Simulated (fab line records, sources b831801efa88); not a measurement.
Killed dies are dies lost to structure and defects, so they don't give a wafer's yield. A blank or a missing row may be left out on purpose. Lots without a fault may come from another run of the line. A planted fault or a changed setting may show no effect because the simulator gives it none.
fab line records | flow gf180mcu | part 1 of 2: steps 1 to 23 of 34
record lots=5 wafers=15 last_day=34
route steps=602 shown HV_LDD@212 NSD@235
lots that met no fault: from a run of the same line without faults
start_h: hours from the record's first day to the start of the lot's first wafer shown | wait_h: hours since the lot's step before | " the same as in the row above | L1.1+2: a row that stands for several wafers | - no value, or no start given | * or withheld: withheld | < > ~ a bound
route shown NAME@n: a module of which the file shows steps, and the number in the route of the first | usual: mean/standard deviation of fault-free wafers | same: alike in all rows | chamber/n: place in a boat | sites: the reading at each site | _std_site: their standard deviation | _edge_site: outer sites' mean less inner sites' | radius_mm: how far each site lies from the wafer's centre | mask NAME#n: copy n | behind: the tool/chamber that last shaped the wafer | hold: why the lot was held/for how many hours/how that ended | device: the transistor (n, p or np) that didn't switch | end of line: the same wafers' tests at the end of the route | a step without rows: its recipe alone | killed: dies lost to structure and defects at the first sort, not the wafer's yield | map: a wafer's dies, x killed, . not, _ none there
set.NAME: the setting as run; set.NAME@STEP: as run at that earlier step | model.NAME: the simulator's own value behind a step, which no gauge read
lots at some steps of the route; a table a step, a row a wafer
services: from which hour (start_h, from the record's first day; less than 0 if before it) a tool's chamber was out of use, for how many hours, and why
## steps
# step GF_HV_LDD_IMPLANT_36
# recipe species=P energy_kev=60 dose_cm2=7.5e+12 tilt_deg=30 rotation_deg=270
# usual dose_ions_cm2=7.499e+12/8.7e+09
# columns lot.wafer tool chamber start_h wait_h dose_ions_cm2
L076.1 implanter-02 0 263.78 0.1 7.509e+12
L076.4 " 0 " " 7.511e+12
L076.5 " 0 " " 7.517e+12
L077.3 implanter-04 0 276.16 0.1 7.479e+12
L077.4 " 0 " " 7.481e+12
L077.5 " 0 " " 7.497e+12
L085.1 implanter-04 0 337.26 0.1 7.508e+12
L085.4 " 0 " " 7.503e+12
L085.6 " 0 " " 7.505e+12
L093.2 implanter-03 0 404.78 0.1 7.504e+12
L093.3 " 0 " " 7.49e+12
L093.5 " 0 " " 7.503e+12
L097.2 implanter-02 0 441.08 0.1 7.501e+12
L097.3 " 0 " " 7.506e+12
L097.6 " 0 " " 7.49e+12
# step GF_HV_LDD_STRIP_37
# recipe chemistry=O2/N2 power_w=1400 pressure_mtorr=1500 platen_temp_c=250 o2_flow_sccm=3000 n2_flow_sccm=300 overash_fraction=0.5
# usual drypump_motor_current_A=5.48/0.26 heater_power_w=355/40 oes_product_au=0.715/0.0047 strip_time_to_endpoint_s=12.64/0.032
# columns lot.wafer tool chamber start_h wait_h drypump_motor_current_A heater_power_w oes_product_au rf_hours_counter_h strip_time_to_endpoint_s
L076.1 plasma_asher-01 1 263.93 0.1 5.50 315 0.720 59 12.62
L076.4 " 0 " " 5.81 403 0.713 - 12.54
L076.5 " 1 " " 5.48 306 0.711 - 12.58
L077.3 plasma_asher-02 1 276.29 0.1 5.78 431 0.706 - 12.66
L077.4 " 0 " " 5.47 332 0.721 - 12.63
L077.5 " 0 " " 5.48 332 0.714 - 12.63
L085.1 plasma_asher-02 0 337.41 0.1 5.51 332 0.716 22 12.62
L085.4 " 1 " " 5.75 424 0.721 - 12.65
L085.6 " 1 " " 5.75 422 0.721 - 12.64
L093.2 plasma_asher-02 0 404.91 0.1 5.48 340 0.714 29 12.64
L093.3 " 1 " " 5.71 431 0.723 - 12.63
L093.5 " 0 " " 5.49 331 0.716 - 12.60
L097.2 plasma_asher-02 1 441.21 0.1 5.72 417 0.706 33 12.63
L097.3 " 0 " " 5.46 338 0.710 - 12.59
L097.6 " 0 " " 5.49 333 0.711 - 12.61
# step GF_HV_LDD_TW_MEAS_38
# usual HV_LDD_3_TW=1435/17
# columns lot.wafer tool chamber start_h wait_h HV_LDD_3_TW
L076.1 film_metro-03 - 264.03 0.1 1420
L076.4 " - " " 1419
L076.5 " - " " 1415
L077.3 film_metro-01 - 276.38 0.1 1456
L077.4 " - " " 1456
L077.5 " - " " 1460
L085.1 film_metro-03 - 337.51 0.1 1413
L085.4 " - " " 1422
L085.6 " - " " 1419
L093.2 film_metro-01 - 405.02 0.1 1448
L093.3 " - " " 1452
L093.5 " - " " 1456
L097.2 film_metro-01 - 441.32 0.1 1455
L097.3 " - " " 1453
L097.6 " - " " 1457
# step GF_HV_LDD_DEHYDRATE_39
# recipe temp_c=200 time_s=60
# usual exhaust_pa=45.1/0.87
# same time_s=60
# columns lot.wafer tool chamber start_h wait_h exhaust_pa
L076.1 litho_track-03 0 273.46 9.4 45.6
L076.4 " 0 " " 44.6
L076.5 " 0 " " 45.1
L077.3 litho_track-02 0 285.52 9.1 45.2
L077.4 " 0 " " 45.5
L077.5 " 0 " " 44.9
L085.1 litho_track-04 0 347.95 10.4 44.4
L085.4 " 0 " " 44.9
L085.6 " 0 " " 43.4
L093.2 litho_track-04 0 416.43 11.4 44.6
L093.3 " 0 " " 45.4
L093.5 " 0 " " 44.2
L097.2 litho_track-02 0 452.69 11.4 45.6
L097.3 " 0 " " 46.3
L097.6 " 0 " " 44.8
# step GF_HV_LDD_HMDS_40
# recipe prime_time_s=60 prime_temp_c=120
# usual exhaust_pa=45.1/1.1
# columns lot.wafer tool chamber start_h wait_h exhaust_pa
L076.1 litho_track-03 0 273.61 0.1 44.3
L076.4 " 0 " " 45.4
L076.5 " 0 " " 45.4
L077.3 litho_track-02 0 285.67 0.1 46.4
L077.4 " 0 " " 45.4
L077.5 " 0 " " 47.2
L085.1 litho_track-04 0 348.10 0.1 45.1
L085.4 " 0 " " 44.5
L085.6 " 0 " " 43.4
L093.2 litho_track-04 0 416.58 0.1 44.6
L093.3 " 0 " " 44.0
L093.5 " 0 " " 44.5
L097.2 litho_track-02 0 452.84 0.1 46.6
L097.3 " 0 " " 46.7
L097.6 " 0 " " 46.4
# step GF_HV_LDD_COAT_41
# recipe resist=NOVOLAK spin_rpm=3000 resist_thk_nm=1000
# usual exhaust_pa=45.1/0.85
# columns lot.wafer tool chamber start_h wait_h exhaust_pa
L076.1 litho_track-03 0 273.76 0.1 45.0
L076.4 " 0 " " 45.1
L076.5 " 0 " " 43.7
L077.3 litho_track-02 0 285.82 0.1 45.5
L077.4 " 0 " " 44.9
L077.5 " 0 " " 44.7
L085.1 litho_track-04 0 348.25 0.1 45.7
L085.4 " 0 " " 46.7
L085.6 " 0 " " 44.9
L093.2 litho_track-04 0 416.73 0.1 46.1
L093.3 " 0 " " 45.9
L093.5 " 0 " " 44.6
L097.2 litho_track-02 0 452.99 0.1 44.8
L097.3 " 0 " " 44.8
L097.6 " 0 " " 45.0
# step GF_HV_LDD_SOFTBAKE_42
# recipe temp_c=90 time_s=60 resist=NOVOLAK
# usual exhaust_pa=45.2/0.86
# same time_s=60
# columns lot.wafer tool chamber start_h wait_h exhaust_pa
L076.1 litho_track-03 0 273.91 0.1 45.4
L076.4 " 0 " " 46.3
L076.5 " 0 " " 45.1
L077.3 litho_track-02 0 285.97 0.1 45.8
L077.4 " 0 " " 44.7
L077.5 " 0 " " 44.6
L085.1 litho_track-04 0 348.40 0.1 44.3
L085.4 " 0 " " 43.8
L085.6 " 0 " " 44.8
L093.2 litho_track-04 0 416.88 0.1 45.9
L093.3 " 0 " " 46.1
L093.5 " 0 " " 44.5
L097.2 litho_track-02 0 453.14 0.1 45.4
L097.3 " 0 " " 46.1
L097.6 " 0 " " 45.6
# step GF_HV_LDD_EXPOSE_43
# recipe mask_id=Pplus_HV_AREA target_cd_nm=400 na=0.6 source_shape=conventional sigma_outer=0.6 dose_mj=140
# usual focus_offset_nm=0.0/0.48
# columns lot.wafer tool chamber start_h wait_h mask focus_offset_nm
L076.1 iline_stepper-02 0 - - Pplus_HV_AREA#0 -0.5
L076.4 " 0 " " Pplus_HV_AREA#0 0.6
L076.5 " 0 " " Pplus_HV_AREA#0 0.2
L077.3 iline_stepper-02 0 - - Pplus_HV_AREA#0 -0.4
L077.4 " 0 " " Pplus_HV_AREA#0 0.1
L077.5 " 0 " " Pplus_HV_AREA#0 0.1
L085.1 iline_stepper-02 0 - - Pplus_HV_AREA#0 0.8
L085.4 " 0 " " Pplus_HV_AREA#0 0.7
L085.6 " 0 " " Pplus_HV_AREA#0 0.6
L093.2 iline_stepper-02 0 - - Pplus_HV_AREA#0 0.9
L093.3 " 0 " " Pplus_HV_AREA#0 0.8
L093.5 " 0 " " Pplus_HV_AREA#0 -0.2
L097.2 iline_stepper-02 0 - - Pplus_HV_AREA#0 0.0
L097.3 " 0 " " Pplus_HV_AREA#0 -0.5
L097.6 " 0 " " Pplus_HV_AREA#0 -0.6
# step GF_HV_LDD_PEB_44
# recipe temp_c=withheld time_s=* resist=NOVOLAK
# usual exhaust_pa=45.0/1
# same time_s=*
# columns lot.wafer tool chamber start_h wait_h exhaust_pa
L076.1 litho_track-02 0 - - 44.0
L076.4 " 0 " " 44.4
L076.5 " 0 " " 44.5
L077.3 litho_track-02 0 - - 45.8
L077.4 " 0 " " 45.7
L077.5 " 0 " " 45.0
L085.1 litho_track-02 0 - - 46.7
L085.4 " 0 " " 43.2
L085.6 " 0 " " 44.9
L093.2 litho_track-04 0 - - 45.1
L093.3 " 0 " " 46.1
L093.5 " 0 " " 44.3
L097.2 litho_track-03 0 - - 43.3
L097.3 " 0 " " 44.7
L097.6 " 0 " " 45.1
# step GF_HV_LDD_DEVELOP_45
# recipe develop_time_s=60 dev_temp_c=23
# usual exhaust_pa=45.2/0.9
# columns lot.wafer tool chamber start_h wait_h exhaust_pa
L076.1 litho_track-02 0 283.12 0.1 45.5
L076.4 " 0 " " 46.1
L076.5 " 0 " " 45.3
L077.3 litho_track-02 0 295.22 0.1 43.5
L077.4 " 0 " " 44.6
L077.5 " 0 " " 43.9
L085.1 litho_track-02 0 359.12 0.1 44.1
L085.4 " 0 " " 45.2
L085.6 " 0 " " 44.9
L093.2 litho_track-04 0 428.33 0.1 45.3
L093.3 " 0 " " 45.0
L093.5 " 0 " " 45.3
L097.2 litho_track-03 0 463.98 0.1 45.7
L097.3 " 0 " " 45.0
L097.6 " 0 " " 45.7
# step GF_HV_LDD_CD_MEAS_46
# recipe target_cd_nm=400
# usual cd_nm=398.7/2.7
# columns lot.wafer tool chamber start_h wait_h cd_nm
L076.1 cd_sem-02 - 283.27 0.1 402.7
L076.4 " - " " 400.9
L076.5 " - " " 397.0
L077.3 cd_sem-02 - 295.36 0.1 397.4
L077.4 " - " " 398.5
L077.5 " - " " 397.1
L085.1 cd_sem-01 - 359.27 0.1 396.6
L085.4 " - " " 396.6
L085.6 " - " " 396.5
L093.2 cd_sem-01 - 428.47 0.1 398.4
L093.3 " - " " 397.8
L093.5 " - " " 396.5
L097.2 cd_sem-02 - 464.12 0.1 397.7
L097.3 " - " " 396.6
L097.6 " - " " 396.9
# step GF_HV_LDD_OVL_MEAS_47
# usual HV_LDD_03_OVL=0.6/1.1
# columns lot.wafer tool chamber start_h wait_h HV_LDD_03_OVL[nm]
L076.1 overlay-02 - 283.39 0.1 0.9
L076.4 " - " " 1.5
L076.5 " - " " -0.4
L077.3 overlay-01 - 295.45 0.1 2.4
L077.4 " - " " 1.7
L077.5 " - " " 1.5
L085.1 overlay-02 - 359.39 0.1 0.6
L085.4 " - " " 1.4
L085.6 " - " " -0.3
L093.2 overlay-01 - 428.58 0.1 0.7
L093.3 " - " " 0.5
L093.5 " - " " -1.4
L097.2 overlay-02 - 464.23 0.1 0.8
L097.3 " - " " 0.1
L097.6 " - " " 0.4
# step GF_HV_LDD_IMPLANT_48
# recipe species=B energy_kev=25 dose_cm2=3e+13 tilt_deg=7
# usual dose_ions_cm2=2.9999e+13/2.9e+10
# columns lot.wafer tool chamber start_h wait_h dose_ions_cm2
L076.1 implanter-02 0 283.42 0.0 2.9952e+13
L076.4 " 0 " " 3.0049e+13
L076.5 " 0 " " 3.0014e+13
L077.3 implanter-04 0 295.52 0.1 3.0024e+13
L077.4 " 0 " " 2.9987e+13
L077.5 " 0 " " 3.0021e+13
L085.1 implanter-03 0 359.42 0.0 2.9974e+13
L085.4 " 0 " " 2.9999e+13
L085.6 " 0 " " 2.9977e+13
L093.2 implanter-04 0 428.63 0.0 2.9989e+13
L093.3 " 0 " " 2.9967e+13
L093.5 " 0 " " 2.9984e+13
L097.2 implanter-04 0 464.28 0.0 3.0035e+13
L097.3 " 0 " " 3.0003e+13
L097.6 " 0 " " 3.0034e+13
# step GF_HV_LDD_STRIP_49
# recipe chemistry=O2/N2 power_w=1400 pressure_mtorr=1500 platen_temp_c=250 o2_flow_sccm=3000 n2_flow_sccm=300 overash_fraction=0.5
# usual drypump_motor_current_A=5.48/0.26 heater_power_w=356/41 oes_product_au=0.716/0.0042 strip_time_to_endpoint_s=12.64/0.032
# columns lot.wafer tool chamber start_h wait_h drypump_motor_current_A heater_power_w oes_product_au rf_hours_counter_h strip_time_to_endpoint_s
L076.1 plasma_asher-02 0 283.57 0.1 5.50 330 0.718 16 12.67
L076.4 " 1 " " 5.74 421 0.724 - 12.64
L076.5 " 0 " " 5.51 331 0.717 - 12.66
L077.3 plasma_asher-03 1 295.66 0.1 5.22 338 0.719 - 12.65
L077.4 " 0 " " 5.08 343 0.718 - 12.69
L077.5 " 0 " " 5.07 351 0.722 - 12.69
L085.1 plasma_asher-01 1 359.57 0.1 5.50 311 0.716 69 12.66
L085.4 " 1 " " 5.52 303 0.714 - 12.67
L085.6 " 1 " " 5.52 313 0.717 - 12.61
L093.2 plasma_asher-02 0 428.76 0.1 5.52 332 0.722 31 12.64
L093.3 " 1 " " 5.75 418 0.717 - 12.68
L093.5 " 1 " " 5.73 423 0.712 - 12.66
L097.2 plasma_asher-03 0 464.41 0.1 5.08 352 0.711 68 12.63
L097.3 " 0 " " 5.08 350 0.717 - 12.65
L097.6 " 1 " " 5.24 327 0.721 - 12.61
# step GF_HV_LDD_TW_MEAS_50
# usual HV_LDD_4_TW=568/7
# columns lot.wafer tool chamber start_h wait_h HV_LDD_4_TW
L076.1 film_metro-04 - 283.67 0.1 570
L076.4 " - " " 572
L076.5 " - " " 569
L077.3 film_metro-01 - 295.74 0.1 579
L077.4 " - " " 576
L077.5 " - " " 582
L085.1 film_metro-03 - 359.67 0.1 564
L085.4 " - " " 561
L085.6 " - " " 562
L093.2 film_metro-03 - 428.87 0.1 561
L093.3 " - " " 564
L093.5 " - " " 563
L097.2 film_metro-03 - 464.52 0.1 560
L097.3 " - " " 562
L097.6 " - " " 559
# step GF_HV_LDD_CLEAN_51
# recipe chemistry=SC1/SC2 mix=1:4:20 temp_c=70 time_s=150 dry=n2_spin
# same time_s=150
# columns lot.wafer tool chamber start_h wait_h
L076.1+4+5 wet_bench-02 2 283.73 0.1
L077.3+4+5 wet_bench-04 3 295.78 0.0
L085.1+4+6 wet_bench-01 1 359.73 0.1
L093.2+3+5 wet_bench-04 0 428.92 0.0
L097.2+3+6 wet_bench-04 2 464.57 0.0
# step GF_HV_LDD_RTA_52
# recipe temp_c=1000 time_s=10 ambient=N2
# usual lamp_power_pct=32/5 wafer_temp_C_max=1003.2/1.2
# same time_s=10
# columns lot.wafer tool chamber start_h wait_h lamp_power_pct wafer_temp_C_max
L076.1 rtp_anneal-02 0 283.78 0.0 28 1001.2
L076.4 " 0 " " 28 1001.8
L076.5 " 0 " " 28 1002.1
L077.3 rtp_anneal-01 0 295.86 0.0 38 1003.9
L077.4 " 0 " " 38 1004.8
L077.5 " 0 " " 38 1005.3
L085.1 rtp_anneal-02 0 359.79 0.0 28 1002.1
L085.4 " 0 " " 28 1002.4
L085.6 " 0 " " 28 1001.5
L093.2 rtp_anneal-01 0 428.98 0.0 38 1004.7
L093.3 " 0 " " 38 1004.5
L093.5 " 0 " " 38 1005.3
L097.2 rtp_anneal-02 0 464.63 0.0 28 1001.2
L097.3 " 0 " " 28 1002.6
L097.6 " 0 " " 28 1001.5
# step GF_HV_LDD_RS_MEAS_53
# recipe thk_meas_gauge=four-point-probe
# usual HV_LDD_RS=418.1/0.95
# columns lot.wafer tool chamber start_h wait_h HV_LDD_RS[ohm/sq]
L076.1 film_metro-01 - 283.85 0.1 417.2
L076.4 " - " " 417.5
L076.5 " - " " 418.5
L077.3 film_metro-03 - 295.94 0.1 418.8
L077.4 " - " " 419.0
L077.5 " - " " 419.5
L085.1 film_metro-04 - 359.85 0.1 417.3
L085.4 " - " " 417.4
L085.6 " - " " 417.0
L093.2 film_metro-03 - 429.05 0.1 417.1
L093.3 " - " " 417.6
L093.5 " - " " 418.4
L097.2 film_metro-04 - 464.71 0.1 415.8
L097.3 " - " " 415.9
L097.6 " - " " 417.8
# step GF_HV_LDD_CVD_54
# recipe material=SiO2 target_thk_nm=10 precursor=TEOS temp_c=680 time_s=75 pressure_mtorr=400
# usual zone_power_lower_pct=9.9/0.59 zone_power_upper_pct=10.4/0.65
# same time_s=75
# columns lot.wafer tool chamber start_h wait_h zone_power_lower_pct zone_power_upper_pct
L076.1 lpcvd-02 1 283.97 0.1 9.2 10.5
L076.4 " 1 " " 9.3 10.7
L076.5 " 1 " " 9.4 10.7
L077.3 lpcvd-02 1 296.02 0.1 9.4 10.6
L077.4 " 1 " " 9.5 10.6
L077.5 " 1 " " 9.2 10.8
L085.1 lpcvd-01 0 360.85 1.0 10.2 10.3
L085.4 " 0 " " 10.2 10.3
L085.6 " 0 " " 10.3 10.4
L093.2 lpcvd-02 1 429.15 0.1 9.1 10.7
L093.3 " 1 " " 9.4 10.8
L093.5 " 1 " " 9.3 10.7
L097.2 lpcvd-01 0 464.88 0.2 10.3 10.2
L097.3 " 0 " " 10.0 10.5
L097.6 " 0 " " 10.2 10.3
# step GF_HV_LDD_THK_MEAS_55
# recipe reads=SiO2_of_HV_LDD_CVD_54
# usual HV_LDD_CVD_54_THK=9.94/0.15
# columns lot.wafer tool chamber start_h wait_h HV_LDD_CVD_54_THK[nm]
L076.1 film_metro-01 - 284.99 0.0 9.80
L076.4 " - " " 9.79
L076.5 " - " " 10.07
L077.3 film_metro-01 - 297.57 0.0 9.87
L077.4 " - " " 9.82
L077.5 " - " " 9.89
L085.1 film_metro-03 - 361.87 0.0 10.10
L085.4 " - " " 9.97
L085.6 " - " " 9.96
L093.2 film_metro-01 - 430.19 0.0 9.82
L093.3 " - " " 9.85
L093.5 " - " " 9.92
L097.2 film_metro-03 - 466.43 0.0 9.87
L097.3 " - " " 9.89
L097.6 " - " " 9.87
# step GF_HV_LDD_CVD_56
# recipe material=Si3N4 precursor=DCS/NH3 target_thk_nm=90 temp_c=770 time_s=1543 pressure_mtorr=250
# usual zone_power_lower_pct=12.8/0.8 zone_power_upper_pct=13.3/0.87
# same time_s=1543
# columns lot.wafer tool chamber start_h wait_h zone_power_lower_pct zone_power_upper_pct
L076.1 lpcvd-01 1 285.05 0.1 13.0 12.3
L076.4 " 1 " " 13.0 12.3
L076.5 " 1 " " 13.0 12.1
L077.3 lpcvd-02 0 297.61 0.0 14.0 15.1
L077.4 " 0 " " 14.1 14.7
L077.5 " 0 " " 14.1 14.8
L085.1 lpcvd-01 1 363.85 2.0 12.9 12.4
L085.4 " 1 " " 13.0 12.3
L085.6 " 1 " " 13.1 12.4
L093.2 lpcvd-01 0 430.24 0.0 12.7 13.1
L093.3 " 0 " " 13.1 13.3
L093.5 " 0 " " 12.9 13.2
L097.2 lpcvd-01 0 466.48 0.0 12.9 13.2
L097.3 " 0 " " 12.7 13.2
L097.6 " 0 " " 12.6 13.0
# step GF_HV_LDD_THK_MEAS_57
# recipe reads=Si3N4_of_HV_LDD_CVD_56
# usual HV_LDD_CVD_56_THK=89.8/1
# columns lot.wafer tool chamber start_h wait_h HV_LDD_CVD_56_THK[nm]
L076.1 film_metro-04 - 286.48 0.0 90.7
L076.4 " - " " 91.2
L076.5 " - " " 90.5
L077.3 film_metro-01 - 299.06 0.0 89.8
L077.4 " - " " 90.3
L077.5 " - " " 89.2
L085.1 film_metro-01 - 365.28 0.0 89.5
L085.4 " - " " 88.8
L085.6 " - " " 88.8
L093.2 film_metro-03 - 431.67 0.0 91.0
L093.3 " - " " 91.5
L093.5 " - " " 91.5
L097.2 film_metro-04 - 469.70 0.0 91.2
L097.3 " - " " 89.6
L097.6 " - " " 90.7
# step GF_HV_LDD_ETCHBACK_58
# recipe chemistry=CH3F/O2 target=Si3N4 stop_on=SiO2 source_w=400 bias_w=80 pressure_mtorr=25 ch3f_flow_sccm=40 O2_flow_sccm=30 time_s=100 target_depth_a=900
# usual O2_flow_sccm=30.00/0.097 drypump_motor_current_A=5.6/0.36 oes_product_au=0.841/0.0071 throttle_valve_pct=10.561/0.0097
# same time_s=100
# columns lot.wafer tool chamber start_h wait_h O2_flow_sccm drypump_motor_current_A oes_product_au rf_hours_counter_h throttle_valve_pct
L076.1 rie_diel-02 1 286.54 0.1 29.93 5.1 0.847 2 10.569
L076.4 " 2 " " 29.85 5.7 0.844 14 10.561
L076.5 " 3 " " 29.96 6.1 0.851 - 10.552
L077.3 rie_diel-02 1 299.10 0.0 30.06 5.1 0.843 2 10.567
L077.4 " 0 " " 29.92 5.7 0.846 97 10.569
L077.5 " 0 " " 29.96 5.7 0.836 - 10.560
L085.1 rie_diel-03 3 365.34 0.1 29.95 6.2 0.836 83 10.560
L085.4 " 2 " " 29.98 5.4 0.838 22 10.557
L085.6 " 3 " " 29.92 6.2 0.832 - 10.560
L093.2 rie_diel-03 3 431.72 0.0 30.01 6.1 0.845 84 10.564
L093.3 " 1 " " 29.96 5.9 0.849 43 10.568
L093.5 " 1 " " 29.93 5.9 0.860 - 10.557
L097.2 rie_diel-01 2 469.75 0.0 30.07 5.5 0.850 101 10.571
L097.3 " 3 " " 30.20 5.4 0.843 85 10.574
L097.6 " 2 " " 30.07 5.5 0.844 - 10.582
